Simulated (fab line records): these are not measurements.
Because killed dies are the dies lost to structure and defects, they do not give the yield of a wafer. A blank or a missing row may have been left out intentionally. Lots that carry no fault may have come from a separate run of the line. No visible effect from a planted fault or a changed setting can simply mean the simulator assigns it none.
fab line records	flow gf180mcu
record: lots: 24	wafers: 72	last_day: 34
route steps=602 shown M1@331 M3@409 V3@445 M4@459 V5@545
lots with no fault: from the same line, run without faults
start_h: the number of hours between the record's first day and the start of the first shown wafer of the lot	wait_h: hours since the lot's step before	" identical to the entry in the row above	L1.1+2: a single row standing in for several wafers	- value missing, or start not given	* or withheld: withheld	< > ~ a bound
route shown NAME@n: names a module that has steps shown in the file, with the first one's number in the route	usual: the fault-free wafers' mean and standard deviation	same: alike in all rows	chamber/n: place in a boat	sites: each site's reading	_std_site: how widely they spread, as a standard deviation	_edge_site: inner sites' mean taken away from outer sites' mean	radius_mm: how far each site lies from the wafer's centre	mask NAME#n: copy n	behind: the most recent tool/chamber to have shaped the wafer	hold: why the lot went on hold/how many hours it stayed there/how the hold came to an end	device: names the non-switching transistor (n, p or np)	end of line: tests run on the same wafers once the route is complete	a step with no rows: only its recipe	killed: the dies lost at the first sort to structure and to defects; this is not the yield of the wafer	map: dies across one wafer; x = killed, . = not, _ = none there
set.NAME: the setting that was run; set.NAME@STEP: the one run at that earlier step	model.NAME: the simulator's own value behind a step, which no gauge read
route steps across a sampled set of lots; one table per step, one row per wafer
services: the hour from which a tool's chamber was out of use, counted from the record's first day as start_h (under 0 if before that day), plus the number of hours and why
== steps ==
step: GF_M1_METAL_ETCH_16
recipe: chemistry: Cl2/BCl3	mask_material: KrF	target_depth_nm: 627.5	stop_on: SiO2	pressure_mtorr: 8	icp_w: 800	bias_w: 140	Cl2_flow_sccm: 80	bcl3_flow_sccm: 40	time_s: 104.6
usual: drypump_motor_current_A: 5.6/0.35	oes_product_au: 0.973/0.0068	throttle_valve_pct: 28.249/0.011
lot.wafer	tool	chamber	start_h	wait_h	drypump_motor_current_A	oes_product_au	rf_hours_counter_h	throttle_valve_pct
L074.1	rie_metal-01	0	388.40	0.0	6.1	0.977	10	28.238
L074.2	"	1	"	"	5.7	0.970	4	28.262
L074.3	"	0	"	"	6.0	0.972	-	28.261
L075.3	rie_metal-04	0	393.80	0.1	4.9	0.976	-	28.252
L075.4	"	1	"	"	5.2	0.976	-	28.250
L075.6	"	1	"	"	5.2	0.968	-	28.260
L076.2	rie_metal-02	1	402.91	0.0	5.6	0.965	10	28.250
L076.3	"	0	"	"	5.9	0.976	-	28.239
L076.6	"	1	"	"	5.6	0.970	-	28.241
L077.1	rie_metal-02	0	422.34	0.0	5.9	0.970	11	28.252
L077.2	"	1	"	"	5.6	0.987	10	28.244
L077.5	"	0	"	"	5.9	0.978	-	28.244
L078.2	rie_metal-01	0	433.85	0.0	6.1	0.978	11	28.240
L078.3	"	1	"	"	5.8	0.993	-	28.230
L078.6	"	0	"	"	6.0	0.986	-	28.246
L079.1	rie_metal-01	0	436.51	0.0	6.1	0.987	11	28.238
L079.4	"	0	"	"	6.0	0.966	-	28.252
L079.6	"	0	"	"	6.0	0.972	-	28.251
L080.1	rie_metal-02	1	441.90	0.0	5.6	0.981	10	28.229
L080.3	"	1	"	"	5.6	0.984	-	28.249
L080.5	"	1	"	"	5.6	0.982	-	28.231
L081.1	rie_metal-01	1	456.48	0.0	5.7	0.966	5	28.259
L081.2	"	0	"	"	6.1	0.970	11	28.266
L081.3	"	1	"	"	5.7	0.973	-	28.250
L082.1	rie_metal-01	1	467.01	0.0	5.7	0.977	6	28.241
L082.4	"	1	"	"	5.8	0.975	-	28.261
L082.6	"	1	"	"	5.7	0.968	-	28.248
L083.4	rie_metal-04	1	475.79	0.0	5.2	0.959	-	28.272
L083.5	"	0	"	"	4.9	0.962	-	28.268
L083.6	"	1	"	"	5.2	0.961	-	28.273
L084.1	rie_metal-02	1	480.40	0.0	5.6	0.968	0	28.262
L084.3	"	0	"	"	5.9	0.969	-	28.252
L084.6	"	1	"	"	5.6	0.972	-	28.247
L085.2	rie_metal-01	1	484.66	0.0	5.7	0.967	6	28.229
L085.3	"	1	"	"	5.7	0.960	-	28.254
L085.5	"	0	"	"	6.1	0.968	-	28.252
L086.2	rie_metal-02	1	498.58	0.0	5.6	0.970	0	28.264
L086.3	"	0	"	"	5.9	0.968	-	28.249
L086.5	"	1	"	"	5.6	0.968	-	28.253
L087.1	rie_metal-01	0	506.60	0.0	6.0	0.968	0	28.268
L087.4	"	0	"	"	6.0	0.969	-	28.267
L087.6	"	1	"	"	5.7	0.977	-	28.255
L088.3	rie_metal-02	0	516.37	0.1	5.9	0.968	-	28.269
L088.4	"	1	"	"	5.6	0.957	-	28.257
L088.5	"	0	"	"	5.9	0.973	-	28.246
L089.2	rie_metal-04	0	523.01	0.0	4.9	0.974	9	28.246
L089.5	"	1	"	"	5.2	0.974	-	28.236
L089.6	"	0	"	"	4.9	0.964	-	28.242
L090.1	rie_metal-04	0	530.55	0.0	4.9	0.966	9	28.246
L090.2	"	1	"	"	5.2	0.971	3	28.254
L090.4	"	1	"	"	5.2	0.974	-	28.237
L091.3	rie_metal-01	1	537.25	0.1	5.7	0.977	-	28.242
L091.4	"	0	"	"	6.1	0.973	-	28.246
L091.6	"	1	"	"	5.7	0.977	-	28.260
L092.2	rie_metal-02	1	544.81	0.0	5.6	0.984	2	28.248
L092.3	"	1	"	"	5.6	0.977	-	28.254
L092.4	"	0	"	"	5.9	0.987	-	28.238
L093.2	rie_metal-04	1	553.23	0.0	5.2	0.988	3	28.251
L093.3	"	1	"	"	5.2	0.977	-	28.239
L093.4	"	0	"	"	4.9	0.974	-	28.234
L094.2	rie_metal-02	0	558.45	0.0	5.9	0.970	3	28.221
L094.5	"	1	"	"	5.6	0.978	-	28.255
L094.6	"	0	"	"	5.9	0.972	-	28.251
L095.2	rie_metal-02	0	569.55	0.0	5.9	0.980	3	28.248
L095.5	"	1	"	"	5.6	0.976	-	28.246
L095.6	"	0	"	"	5.9	0.972	-	28.256
L096.1	rie_metal-02	0	572.96	0.0	5.9	0.965	3	28.277
L096.3	"	0	"	"	5.9	0.961	-	28.251
L096.5	"	0	"	"	5.9	0.963	-	28.267
L097.1	rie_metal-01	0	584.33	0.0	6.1	0.981	2	28.252
L097.2	"	1	"	"	5.8	0.979	9	28.238
L097.5	"	1	"	"	5.8	0.976	-	28.236
step: GF_M3_SPUTTER_00
recipe: material: Ti	target_thk_nm: 37.5	arriving_ion_energy_ev: 80	substrate_temp_c: 200	chamber_pressure_pa: 2	power_w: 4000	time_s: 150
usual: throttle_valve_pct: 30.7/0.84
lot.wafer	tool	chamber	start_h	wait_h	throttle_valve_pct
L074.1	pvd_sputter-04	-	465.76	0.2	29.8
L074.2	"	-	"	"	30.4
L074.3	"	-	"	"	31.7
L075.3	pvd_sputter-04	-	471.17	0.1	32.1
L075.4	"	-	"	"	30.4
L075.6	"	-	"	"	32.4
L076.2	pvd_sputter-02	-	480.82	0.2	30.4
L076.3	"	-	"	"	30.6
L076.6	"	-	"	"	31.6
L077.1	pvd_sputter-03	-	501.39	0.2	31.6
L077.2	"	-	"	"	30.1
L077.5	"	-	"	"	31.7
L078.2	pvd_sputter-03	-	512.10	0.1	30.2
L078.3	"	-	"	"	31.8
L078.6	"	-	"	"	31.5
L079.1	pvd_sputter-04	-	515.30	0.1	31.2
L079.4	"	-	"	"	29.7
L079.6	"	-	"	"	32.1
L080.1	pvd_sputter-04	-	520.37	0.2	31.0
L080.3	"	-	"	"	29.6
L080.5	"	-	"	"	31.9
L081.1	pvd_sputter-03	-	533.81	0.1	30.0
L081.2	"	-	"	"	31.7
L081.3	"	-	"	"	30.5
L082.1	pvd_sputter-03	-	543.08	0.1	29.7
L082.4	"	-	"	"	30.1
L082.6	"	-	"	"	30.1
L083.4	pvd_sputter-04	-	551.64	0.2	30.6
L083.5	"	-	"	"	30.9
L083.6	"	-	"	"	29.6
L084.1	pvd_sputter-04	-	557.07	0.2	32.1
L084.3	"	-	"	"	31.2
L084.6	"	-	"	"	30.1
L085.2	pvd_sputter-04	-	558.64	0.2	31.1
L085.3	"	-	"	"	32.1
L085.5	"	-	"	"	29.8
L086.2	pvd_sputter-02	-	579.39	0.1	30.3
L086.3	"	-	"	"	30.6
L086.5	"	-	"	"	30.5
L087.1	pvd_sputter-02	-	581.04	0.2	30.4
L087.4	"	-	"	"	32.1
L087.6	"	-	"	"	29.9
L088.3	pvd_sputter-04	-	587.35	0.2	30.3
L088.4	"	-	"	"	30.8
L088.5	"	-	"	"	30.4
L089.2	pvd_sputter-03	-	594.64	0.2	30.4
L089.5	"	-	"	"	30.2
L089.6	"	-	"	"	30.1
L090.1	pvd_sputter-04	-	603.60	0.1	29.9
L090.2	"	-	"	"	30.3
L090.4	"	-	"	"	30.9
L091.3	pvd_sputter-03	-	607.15	0.1	31.5
L091.4	"	-	"	"	30.2
L091.6	"	-	"	"	30.4
L092.2	pvd_sputter-04	-	623.69	0.2	30.8
L092.3	"	-	"	"	30.3
L092.4	"	-	"	"	29.9
L093.2	pvd_sputter-02	-	625.66	0.1	30.5
L093.3	"	-	"	"	30.1
L093.4	"	-	"	"	30.3
L094.2	pvd_sputter-02	-	629.19	0.2	30.7
L094.5	"	-	"	"	30.1
L094.6	"	-	"	"	32.0
L095.2	pvd_sputter-02	-	636.24	0.2	30.7
L095.5	"	-	"	"	30.2
L095.6	"	-	"	"	29.7
L096.1	pvd_sputter-03	-	641.17	0.1	30.4
L096.3	"	-	"	"	29.9
L096.5	"	-	"	"	30.0
L097.1	pvd_sputter-02	-	652.60	0.2	29.8
L097.2	"	-	"	"	30.7
L097.5	"	-	"	"	32.1
step: GF_M3_OVL_MEAS_15
usual: M3_OVL: -4/5.4
lot.wafer	tool	chamber	start_h	wait_h	M3_OVL[nm]
L074.1	overlay-01	-	490.18	0.1	2
L074.2	"	-	"	"	-5
L074.3	"	-	"	"	-2
L075.3	overlay-01	-	495.31	0.1	3
L075.4	"	-	"	"	-5
L075.6	"	-	"	"	6
L076.2	overlay-02	-	505.27	0.1	-6
L076.3	"	-	"	"	-3
L076.6	"	-	"	"	-4
L077.1	overlay-02	-	525.21	0.1	-9
L077.2	"	-	"	"	-17
L077.5	"	-	"	"	-20
L078.2	overlay-01	-	534.98	0.1	-3
L078.3	"	-	"	"	-3
L078.6	"	-	"	"	-3
L079.1	overlay-01	-	538.58	0.1	-12
L079.4	"	-	"	"	-9
L079.6	"	-	"	"	-8
L080.1	overlay-02	-	543.51	0.1	-2
L080.3	"	-	"	"	-10
L080.5	"	-	"	"	-8
L081.1	overlay-02	-	555.96	0.1	-2
L081.2	"	-	"	"	-7
L081.3	"	-	"	"	-5
L082.1	overlay-02	-	563.73	0.1	1
L082.4	"	-	"	"	-1
L082.6	"	-	"	"	-4
L083.4	overlay-01	-	573.03	0.1	-9
L083.5	"	-	"	"	-4
L083.6	"	-	"	"	-4
L084.1	overlay-01	-	579.73	0.1	-3
L084.3	"	-	"	"	-2
L084.6	"	-	"	"	-4
L085.2	overlay-02	-	581.02	0.1	-8
L085.3	"	-	"	"	1
L085.5	"	-	"	"	3
L086.2	overlay-02	-	600.98	0.1	-4
L086.3	"	-	"	"	-1
L086.5	"	-	"	"	3
L087.1	overlay-01	-	602.70	0.1	-7
L087.4	"	-	"	"	-8
L087.6	"	-	"	"	-7
L088.3	overlay-02	-	608.29	0.1	-8
L088.4	"	-	"	"	6
L088.5	"	-	"	"	-6
L089.2	overlay-01	-	615.27	0.1	-3
L089.5	"	-	"	"	-4
L089.6	"	-	"	"	2
L090.1	overlay-01	-	624.58	0.1	-2
L090.2	"	-	"	"	-9
L090.4	"	-	"	"	-3
L091.3	overlay-01	-	628.69	0.1	8
L091.4	"	-	"	"	-4
L091.6	"	-	"	"	2
L092.2	overlay-02	-	643.75	0.1	4
L092.3	"	-	"	"	5
L092.4	"	-	"	"	4
L093.2	overlay-01	-	646.30	0.1	-1
L093.3	"	-	"	"	2
L093.4	"	-	"	"	1
L094.2	overlay-01	-	648.87	0.1	-3
L094.5	"	-	"	"	-1
L094.6	"	-	"	"	3
L095.2	overlay-02	-	656.05	0.1	-4
L095.5	"	-	"	"	-7
L095.6	"	-	"	"	2
L096.1	overlay-01	-	661.11	0.1	-10
L096.3	"	-	"	"	-6
L096.5	"	-	"	"	-7
L097.1	overlay-01	-	671.85	0.1	-3
L097.2	"	-	"	"	0
L097.5	"	-	"	"	4
step: GF_V3_ETCH_16
recipe: chemistry: N2/H2	target_depth_a: withheld	overetch_a: withheld	time_s: withheld	target: BARC	ion_energy_ev: 200	source_w: 500	bias_w: 100	pressure_mtorr: 30	n2_flow_sccm: 100	h2_flow_sccm: 200
usual: drypump_motor_current_A: 5.7/0.51	oes_product_au: 0.855/0.0045	throttle_valve_pct: 13.225/0.0092
lot.wafer	tool	chamber	start_h	wait_h	drypump_motor_current_A	oes_product_au	throttle_valve_pct
L074.1	rie_diel-02	2	515.55	0.0	5.4	0.847	13.229
L074.2	"	3	"	"	5.2	0.852	13.212
L074.3	"	0	"	"	5.6	0.851	13.208
L075.3	rie_diel-02	0	520.62	0.0	5.6	0.860	13.229
L075.4	"	3	"	"	5.2	0.851	13.219
L075.6	"	3	"	"	5.2	0.855	13.236
L076.2	rie_diel-04	3	530.07	0.0	5.9	0.855	13.219
L076.3	"	1	"	"	5.5	0.855	13.231
L076.6	"	2	"	"	5.4	0.854	13.222
L077.1	rie_diel-04	0	549.02	0.0	6.6	0.856	13.210
L077.2	"	1	"	"	5.5	0.860	13.219
L077.5	"	3	"	"	6.0	0.850	13.220
L078.2	rie_diel-02	2	558.07	0.0	5.4	0.849	13.214
L078.3	"	1	"	"	6.0	0.855	13.228
L078.6	"	1	"	"	6.0	0.858	13.236
L079.1	rie_diel-04	2	576.17	0.0	5.4	0.856	13.212
L079.4	"	0	"	"	6.6	0.862	13.214
L079.6	"	2	"	"	5.3	0.866	13.224
L080.1	rie_diel-02	1	576.30	0.0	6.0	0.858	13.231
L080.3	"	0	"	"	5.6	0.853	13.210
L080.5	"	0	"	"	5.6	0.856	13.230
L081.1	rie_diel-03	0	580.02	0.0	5.1	0.850	13.231
L081.2	"	1	"	"	6.1	0.852	13.233
L081.3	"	3	"	"	5.1	0.849	13.211
L082.1	rie_diel-03	0	586.56	0.0	5.1	0.854	13.233
L082.4	"	2	"	"	6.4	0.851	13.210
L082.6	"	1	"	"	6.1	0.851	13.226
L083.4	rie_diel-04	3	596.40	0.0	6.0	0.861	13.230
L083.5	"	3	"	"	5.9	0.852	13.236
L083.6	"	0	"	"	6.7	0.857	13.235
L084.1	rie_diel-03	0	602.27	0.0	5.1	0.858	13.216
L084.3	"	1	"	"	6.1	0.855	13.225
L084.6	"	2	"	"	6.3	0.855	13.226
L085.2	rie_diel-02	0	603.55	0.0	5.6	0.858	13.224
L085.3	"	3	"	"	5.2	0.859	13.232
L085.5	"	0	"	"	5.7	0.846	13.228
L086.2	rie_diel-04	2	623.66	0.0	5.4	0.854	13.221
L086.3	"	0	"	"	6.6	0.857	13.215
L086.5	"	0	"	"	6.6	0.853	13.210
L087.1	rie_diel-03	1	624.85	0.0	6.1	0.862	13.218
L087.4	"	3	"	"	5.1	0.851	13.223
L087.6	"	1	"	"	6.0	0.849	13.233
L088.3	rie_diel-04	1	630.30	0.0	5.5	0.854	13.214
L088.4	"	2	"	"	5.3	0.855	13.229
L088.5	"	1	"	"	5.5	0.850	13.226
L089.2	rie_diel-03	0	637.12	0.0	5.1	0.853	13.235
L089.5	"	3	"	"	5.1	0.855	13.219
L089.6	"	0	"	"	5.1	0.858	13.224
L090.1	rie_diel-04	3	646.70	0.0	6.0	0.852	13.234
L090.2	"	2	"	"	5.4	0.846	13.239
L090.4	"	0	"	"	6.7	0.861	13.210
L091.3	rie_diel-04	1	649.77	0.0	5.5	0.855	13.210
L091.4	"	2	"	"	5.4	0.865	13.225
L091.6	"	0	"	"	6.7	0.848	13.233
L092.2	rie_diel-02	0	665.22	0.0	5.6	0.849	13.233
L092.3	"	3	"	"	5.2	0.859	13.218
L092.4	"	0	"	"	5.6	0.859	13.225
L093.2	rie_diel-03	3	666.81	0.0	5.1	0.862	13.221
L093.3	"	1	"	"	6.0	0.863	13.218
L093.4	"	0	"	"	5.1	0.852	13.225
L094.2	rie_diel-03	1	669.80	0.0	6.1	0.854	13.231
L094.5	"	2	"	"	6.4	0.851	13.247
L094.6	"	3	"	"	5.1	0.863	13.210
L095.2	rie_diel-04	1	676.92	0.0	5.5	0.853	13.224
L095.5	"	2	"	"	5.4	0.858	13.212
L095.6	"	0	"	"	6.7	0.858	13.222
L096.1	rie_diel-03	1	681.65	0.0	6.1	0.854	13.238
L096.3	"	3	"	"	5.1	0.855	13.217
L096.5	"	2	"	"	6.3	0.863	13.233
L097.1	rie_diel-03	3	692.11	0.0	5.1	0.854	13.233
L097.2	"	2	"	"	6.3	0.853	13.218
L097.5	"	2	"	"	6.3	0.858	13.230
step: GF_M4_SPUTTER_03
recipe: material: Ti	target_thk_nm: 10	substrate_temp_c: 300	chamber_pressure_pa: 0.3	power_w: 3000	time_s: 6.7
usual: throttle_valve_pct: 30.4/0.88
lot.wafer	tool	chamber	start_h	wait_h	throttle_valve_pct
L074.1	pvd_sputter-03	-	517.06	0.0	30.0
L074.2	"	-	"	"	29.9
L074.3	"	-	"	"	30.5
L075.3	pvd_sputter-01	-	522.13	0.0	28.8
L075.4	"	-	"	"	29.7
L075.6	"	-	"	"	29.9
L076.2	pvd_sputter-03	-	531.58	0.0	30.3
L076.3	"	-	"	"	31.7
L076.6	"	-	"	"	30.2
L077.1	pvd_sputter-03	-	550.53	0.0	30.6
L077.2	"	-	"	"	31.8
L077.5	"	-	"	"	30.3
L078.2	pvd_sputter-02	-	559.58	0.0	31.8
L078.3	"	-	"	"	30.5
L078.6	"	-	"	"	30.5
L079.1	pvd_sputter-03	-	577.68	0.0	30.0
L079.4	"	-	"	"	30.2
L079.6	"	-	"	"	30.5
L080.1	pvd_sputter-02	-	578.15	0.0	30.9
L080.3	"	-	"	"	30.3
L080.5	"	-	"	"	32.0
L081.1	pvd_sputter-01	-	581.57	0.0	29.6
L081.2	"	-	"	"	29.8
L081.3	"	-	"	"	29.3
L082.1	pvd_sputter-01	-	588.09	0.0	31.4
L082.4	"	-	"	"	31.4
L082.6	"	-	"	"	30.1
L083.4	pvd_sputter-01	-	597.93	0.0	29.5
L083.5	"	-	"	"	31.3
L083.6	"	-	"	"	29.6
L084.1	pvd_sputter-02	-	603.82	0.0	30.4
L084.3	"	-	"	"	29.7
L084.6	"	-	"	"	29.8
L085.2	pvd_sputter-01	-	605.10	0.0	29.7
L085.3	"	-	"	"	29.6
L085.5	"	-	"	"	29.1
L086.2	pvd_sputter-03	-	625.52	0.0	30.5
L086.3	"	-	"	"	31.8
L086.5	"	-	"	"	30.8
L087.1	pvd_sputter-03	-	626.45	0.0	30.3
L087.4	"	-	"	"	30.4
L087.6	"	-	"	"	30.1
L088.3	pvd_sputter-02	-	631.81	0.0	30.4
L088.4	"	-	"	"	30.4
L088.5	"	-	"	"	30.6
L089.2	pvd_sputter-02	-	638.72	0.0	30.2
L089.5	"	-	"	"	30.6
L089.6	"	-	"	"	29.8
L090.1	pvd_sputter-01	-	648.22	0.0	29.6
L090.2	"	-	"	"	29.6
L090.4	"	-	"	"	28.8
L091.3	pvd_sputter-02	-	651.31	0.0	31.9
L091.4	"	-	"	"	30.5
L091.6	"	-	"	"	30.2
L092.2	pvd_sputter-03	-	666.73	0.0	32.1
L092.3	"	-	"	"	30.2
L092.4	"	-	"	"	30.4
L093.2	pvd_sputter-01	-	668.33	0.0	29.5
L093.3	"	-	"	"	29.6
L093.4	"	-	"	"	28.8
L094.2	pvd_sputter-01	-	671.34	0.0	29.7
L094.5	"	-	"	"	31.2
L094.6	"	-	"	"	28.9
L095.2	pvd_sputter-02	-	678.43	0.0	29.9
L095.5	"	-	"	"	29.9
L095.6	"	-	"	"	31.9
L096.1	pvd_sputter-01	-	683.16	0.0	31.3
L096.3	"	-	"	"	28.7
L096.5	"	-	"	"	29.5
L097.1	pvd_sputter-01	-	693.75	0.0	28.9
L097.2	"	-	"	"	31.1
L097.5	"	-	"	"	29.2
step: GF_V5_BOW_MEAS_05
recipe: mode: bow
usual: V5_BOW: 134/10
lot.wafer	tool	chamber	start_h	wait_h	V5_BOW[um]
L074.1	film_metro-04	-	621.52	0.2	123
L074.2	"	-	"	"	126
L074.3	"	-	"	"	122
L075.3	film_metro-01	-	622.73	0.2	126
L075.4	"	-	"	"	129
L075.6	"	-	"	"	132
L076.2	film_metro-01	-	624.98	0.2	137
L076.3	"	-	"	"	142
L076.6	"	-	"	"	145
L077.1	film_metro-02	-	640.36	0.1	147
L077.2	"	-	"	"	132
L077.5	"	-	"	"	137
L078.2	film_metro-01	-	649.34	0.3	123
L078.3	"	-	"	"	131
L078.6	"	-	"	"	123
L079.1	film_metro-01	-	664.61	0.1	124
L079.4	"	-	"	"	144
L079.6	"	-	"	"	132
L080.1	film_metro-04	-	665.44	0.2	142
L080.3	"	-	"	"	125
L080.5	"	-	"	"	136
L081.1	film_metro-01	-	668.22	0.2	142
L081.2	"	-	"	"	143
L081.3	"	-	"	"	157
L082.1	film_metro-04	-	675.36	0.2	143
L082.4	"	-	"	"	158
L082.6	"	-	"	"	145
L083.4	film_metro-02	-	683.33	0.2	126
L083.5	"	-	"	"	140
L083.6	"	-	"	"	133
L084.1	film_metro-02	-	688.17	0.1	136
L084.3	"	-	"	"	127
L084.6	"	-	"	"	126
L085.2	film_metro-04	-	690.13	0.3	132
L085.3	"	-	"	"	126
L085.5	"	-	"	"	134
L086.2	film_metro-02	-	707.37	0.2	132
L086.3	"	-	"	"	129
L086.5	"	-	"	"	140
L087.1	film_metro-04	-	709.17	0.2	137
L087.4	"	-	"	"	138
L087.6	"	-	"	"	137
L088.3	film_metro-02	-	713.69	0.2	128
L088.4	"	-	"	"	134
L088.5	"	-	"	"	111
L089.2	film_metro-04	-	720.06	0.2	136
L089.5	"	-	"	"	125
L089.6	"	-	"	"	140
L090.1	film_metro-04	-	727.69	0.2	139
L090.2	"	-	"	"	142
L090.4	"	-	"	"	145
L091.3	film_metro-01	-	731.75	0.3	127
L091.4	"	-	"	"	135
L091.6	"	-	"	"	132
L092.2	film_metro-04	-	745.17	0.1	118
L092.3	"	-	"	"	119
L092.4	"	-	"	"	128
L093.2	film_metro-02	-	747.18	0.2	124
L093.3	"	-	"	"	137
L093.4	"	-	"	"	131
L094.2	film_metro-01	-	749.52	0.2	152
L094.5	"	-	"	"	150
L094.6	"	-	"	"	134
L095.2	film_metro-04	-	754.87	0.2	143
L095.5	"	-	"	"	141
L095.6	"	-	"	"	132
L096.1	film_metro-04	-	759.20	0.1	131
L096.3	"	-	"	"	131
L096.5	"	-	"	"	118
L097.1	film_metro-04	-	769.25	0.1	150
L097.2	"	-	"	"	154
L097.5	"	-	"	"	145
== services ==
tool	chamber	start_h	hours	kind
rie_metal-01	0	370.10	16.2	repair
rie_diel-04	-	398.94	2.8	pm
rie_diel-03	1	426.30	3.5	repair
rie_metal-02	-	470.92	3.3	repair
rie_diel-02	1	479.72	9.9	repair
pvd_sputter-03	-	485.76	4.1	repair
rie_diel-04	1	489.23	11.4	repair
rie_diel-03	1	492.19	8.5	repair
rie_diel-02	-	513.92	0.1	repair
rie_diel-04	0	525.96	5.9	repair
rie_diel-04	2	531.40	11.3	repair
pvd_sputter-01	-	539.58	2.1	repair
rie_diel-02	0	545.16	2.4	repair
pvd_sputter-03	-	565.80	0.5	repair
rie_diel-04	-	569.38	0.4	repair
pvd_sputter-01	-	572.49	0.8	repair
rie_diel-04	-	579.30	1.1	repair
pvd_sputter-04	-	582.23	1.4	repair
rie_metal-02	-	644.20	0.3	repair
rie_metal-02	-	651.97	2.8	pm
rie_diel-02	1	663.13	8.6	repair
rie_diel-04	3	668.92	12.3	repair
pvd_sputter-03	-	673.34	1.7	repair
rie_diel-04	-	678.97	2.0	repair
== key ==
fault none
